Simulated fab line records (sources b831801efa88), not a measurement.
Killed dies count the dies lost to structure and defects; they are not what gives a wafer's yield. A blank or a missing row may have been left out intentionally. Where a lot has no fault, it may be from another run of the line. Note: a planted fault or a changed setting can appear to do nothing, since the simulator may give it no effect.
Chamber matching    flow gf180mcu    GF_V2_CMP_26 on cmp-02 has 4 sister chambers
The step polishes, stops on SiO2, t overpolish 15 s, target thk 0 nm. 8 wafers are shown with their chamber, then 9 later ones without.

== WAFERS PAIRED WITH THEIR CHAMBERS ==
wafer   chamber  motor_current_A (A)  head_pressure_psi (psi)
L080.2  3        10.6                 3.494
L080.4  0        9.5                  3.510
L082.2  1        11.7                 3.497
L082.5  3        10.3                 3.506
L082.6  2        10.9                 3.483
L085.2  0        9.4                  3.506
L085.3  2        10.6                 3.508
L085.6  1        12.2                 3.488

== WAFERS WHOSE CHAMBER IS MISSING ==
wafer   motor_current_A (A)  head_pressure_psi (psi)
L087.1  10.1                 3.508
L087.4  9.8                  3.497
L087.5  12.1                 3.502
L088.1  10.3                 3.492
L088.4  9.4                  3.500
L088.5  9.1                  3.495
L091.2  9.4                  3.509
L091.4  12.4                 3.500
L091.5  11.2                 3.509

== CHAMBER TAKEN BY EACH ==
wafer   from the rows above           in truth
L087.1  can't be placed: 3 or 0 or 2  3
L087.4  can't be placed: 0 or 3       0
L087.5  1                             1
L088.1  can't be placed: 3 or 2       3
L088.4  0                             0
L088.5  0                             0
L091.2  0                             0
L091.4  1                             1
L091.5  can't be placed: 2 or 3 or 1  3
Correct placement for 5 of the 9. These rows do not allow placing 4 (true chamber among the candidates in 4). 0 placed wrongly.
How it was worked out, from the rows above alone: a wafer's distance from a chamber is the root of the sum, over the readings, of the square of ((its reading less the chamber's mean) divided by the reading's scatter). If the next closest chamber is less than 2 further off than the closest, the wafer can't be placed; otherwise it belongs to the closest. The mean given for a chamber averages the wafers shown for that chamber. The scatter: the root of (the sum of the squares of (reading less its chamber's mean) over the shown wafers, divided by (wafers less chambers)).
